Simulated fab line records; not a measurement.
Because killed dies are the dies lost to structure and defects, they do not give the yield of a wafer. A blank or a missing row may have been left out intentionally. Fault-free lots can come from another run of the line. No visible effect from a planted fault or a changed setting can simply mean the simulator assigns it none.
Struck lot and sound lot, side by side | flow sky130 | 15 steps out of a route of 708
Sound: these wafers, L209.2, L209.5, L209.6. Struck: wafers L225.2, L225.4, L225.5. Last of all comes the cause.
At each step with rows: each side's tool, then ch and its chambers, then its first start. Under that, the readings that differ: sound wafers | struck wafers | difference of the means | sigmas: that difference in standard deviations of wafers without a fault.
alike: a reading whose means differ by less than 2 such deviations, as well as words and numbers matching on both sides. not compared: withheld readings; readings where some wafer has no value; bounds like >300 that might hide an equal value; numbers whose values overlap and for which the record gives no deviation.
A row with sigmas, a row that says differs or no value, or rows on one side alone: a step with any of these is where the two part. Non-overlapping numbers with no deviation appear without sigmas and do not part them. Lack of a reading on every wafer of one side parts them only where that side has two or more wafers.

first, 5 steps without rows for these wafers: SKY_LDD_N_COAT_02 (resist thk 300 nm); SKY_LDD_N_SOFTBAKE_03 (time 60 s); SKY_LDD_N_EXPOSE_04 (exposes mask NTM, target cd 840 nm); SKY_LDD_N_PEB_05; SKY_LDD_N_DEVELOP_06 (develop time 60 s).
SKY_LDD_N_OVL_MEAS_07:
  sound on overlay-02 at day 17 16:57; struck on overlay-01 at day 23 21:07
  alike: LDD_N_OVL
then, 6 steps without rows for these wafers: SKY_LDD_N_IMPLANT_08; SKY_LDD_N_IMPLANT_09; SKY_LDD_N_IMPLANT_10; SKY_LDD_N_IMPLANT_11; SKY_LDD_N_IMPLANT_12; SKY_LDD_N_IMPLANT_13.
SKY_LDD_N_IMPLANT_14:
  sound on implanter-02 ch 0, day 17 17:55; struck on implanter-04 ch 0, day 23 22:04
  reading       | sound                     | struck                        | difference | sigmas
  dose_ions_cm2 | 5.008e+12 4.991e+12 5e+12 | 5.171e+12 5.173e+12 5.172e+12 | +1.723e+11 | +29
  alike: end_station_pressure_torr
following that, these wafers have no rows for 1 step: SKY_LDD_N_IMPLANT_15.
-- a jump in the record: the struck wafers' starts before and after are 26 days apart (it breaks off in module LDD_N and resumes in module PAD_OPEN, where the first step shown is number 708 of the route) --
SKY_PAD_OPEN_PROBE_99:
  record: rows for the struck wafers here (prober-02, day 49 17:54), none for the sound ones

## WHERE THEY PART
Earliest at SKY_LDD_N_IMPLANT_14; latest, in this record, at SKY_PAD_OPEN_PROBE_99.

WHY: what had been put in by the simulator
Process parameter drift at SKY_LDD_N_IMPLANT_14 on implanter-04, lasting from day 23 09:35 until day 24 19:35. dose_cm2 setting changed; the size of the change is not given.
